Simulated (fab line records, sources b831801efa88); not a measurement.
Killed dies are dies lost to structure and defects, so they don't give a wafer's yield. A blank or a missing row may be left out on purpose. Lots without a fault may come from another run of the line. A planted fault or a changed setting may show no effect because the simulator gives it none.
Split-lot experiment | flow gf180mcu | 5 lots, 23 wafers read, on a route of 602 steps

THE SPLIT
At GF_PSD_COAT_02 (resist thk 1000 nm), the setting spin_rpm was moved away from the recipe's 3000 rpm on 4 of the 23 wafers read, by -7.0% to +2.2%. The other wafers ran this setting at the recipe's value.

The reading is taken at the split's own step.

THE READING
NOVOLAK_of_PSD_COAT_02.thk_nm (the simulator's own value, which no gauge read), in nm, at GF_PSD_COAT_02 (resist thk 1000 nm). The file gives no usual value for it. The 19 wafers here that ran the recipe average 997.9 nm, standard deviation 3 nm.

wafer  | tool, chamber at the split | spin_rpm as run, rpm | against the recipe | NOVOLAK_of_PSD_COAT_02.thk_nm, nm | against lot-mates on the recipe
L075.1 | litho_track-01, 0          | 3000                 | recipe             | 998.9                             | -
L075.2 | litho_track-01, 0          | 3000                 | recipe             | 999.1                             | -
L075.4 | litho_track-01, 0          | 3000                 | recipe             | 998.4                             | -
L075.6 | litho_track-01, 0          | 3000                 | recipe             | 998.4                             | -
L075.5 | litho_track-01, 0          | 3000                 | recipe             | 995.4                             | -
L082.1 | litho_track-04, 0          | 3000                 | recipe             | 1003                              | -
L082.2 | litho_track-04, 0          | 3066                 | +2.2%              | 993.3                             | -9.0
L082.3 | litho_track-04, 0          | 3000                 | recipe             | 1002                              | -
L082.4 | litho_track-04, 0          | 3000                 | recipe             | 1002                              | -
L082.5 | litho_track-04, 0          | 3066                 | +2.2%              | 992.6                             | -9.7
L083.2 | litho_track-02, 0          | 3000                 | recipe             | 998.5                             | -
L083.3 | litho_track-02, 0          | 3000                 | recipe             | 999                               | -
L083.4 | litho_track-02, 0          | 3000                 | recipe             | 996.5                             | -
L084.1 | litho_track-02, 0          | 3000                 | recipe             | 992.4                             | -
L084.2 | litho_track-02, 0          | 2789                 | -7.0%              | 1034                              | +38.0
L084.3 | litho_track-02, 0          | 3000                 | recipe             | 1001                              | -
L084.4 | litho_track-02, 0          | 3000                 | recipe             | 994.5                             | -
L084.5 | litho_track-02, 0          | 2789                 | -7.0%              | 1031                              | +35.0
L085.1 | litho_track-02, 0          | 3000                 | recipe             | 994.6                             | -
L085.2 | litho_track-02, 0          | 3000                 | recipe             | 998.1                             | -
L085.3 | litho_track-02, 0          | 3000                 | recipe             | 992.3                             | -
L085.4 | litho_track-02, 0          | 3000                 | recipe             | 996.7                             | -
L085.6 | litho_track-02, 0          | 3000                 | recipe             | 999.4                             | -

THE FIT
A straight line over all 23 wafers: NOVOLAK_of_PSD_COAT_02.thk_nm changes by -4.62 nm for each +1% of spin_rpm; r = -0.95; the points scatter about the line by 3.3 nm.
The same after taking each lot's own level away (the mean of its wafers on the recipe; 23 wafers): -5.09 nm for each +1%; r = -0.98; scatter 2.1 nm.
On that fit, the largest move of spin_rpm shifts the reading by 36 nm.
The lots' own levels span 995.97 to 1002.33 nm, that is 2.1 times the standard deviation above.
So the lot-to-lot level changes the slope little: the two slopes agree.
Check: with one of the wafers moved furthest among these (-7.0%) left out of the fit, the line predicts +34.3 nm for it against its lot-mates. It came out at +38 nm against them.

OTHER SPLITS ON THESE WAFERS
These wafers also went through other splits before the reading. Each is held against what the fit with the lots' levels taken away leaves over:
other split on the same wafers  | wafers away from the commonest value | r with NOVOLAK_of_PSD_COAT_02.thk_nm (lot level and that fit taken away)
GF_HV_LDD_COAT_14 resist_thk_nm | 8                                    | -0.17
GF_HV_LDD_IMPLANT_21 energy_kev | 5                                    | -0.18
GF_HV_LDD_IMPLANT_33 dose_cm2   | 10                                   | +0.18
GF_HV_LDD_IMPLANT_48 energy_kev | 11                                   | -0.15
GF_HV_LDD_CVD_56 time_s         | 15                                   | -0.08

THE WHOLE CHAIN: every reading that the file lists as answering this split, in the file's order
step            | what it does       | reading                                                                        | change (the file's fit)              | r (the file's)
GF_PSD_COAT_02  | resist thk 1000 nm | NOVOLAK_of_PSD_COAT_02.thk_nm (the simulator's own value, which no gauge read) | -5.08 nm for each +1% of the setting | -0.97
GF_PSD_STRIP_10 | strips in O2/N2    | strip_time_to_endpoint_s                                                       | withheld for each +1% of the setting | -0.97

THE FILE'S OWN FIT
NOVOLAK_of_PSD_COAT_02.thk_nm changes by -5.08 nm for each +1% of spin_rpm, r = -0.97.
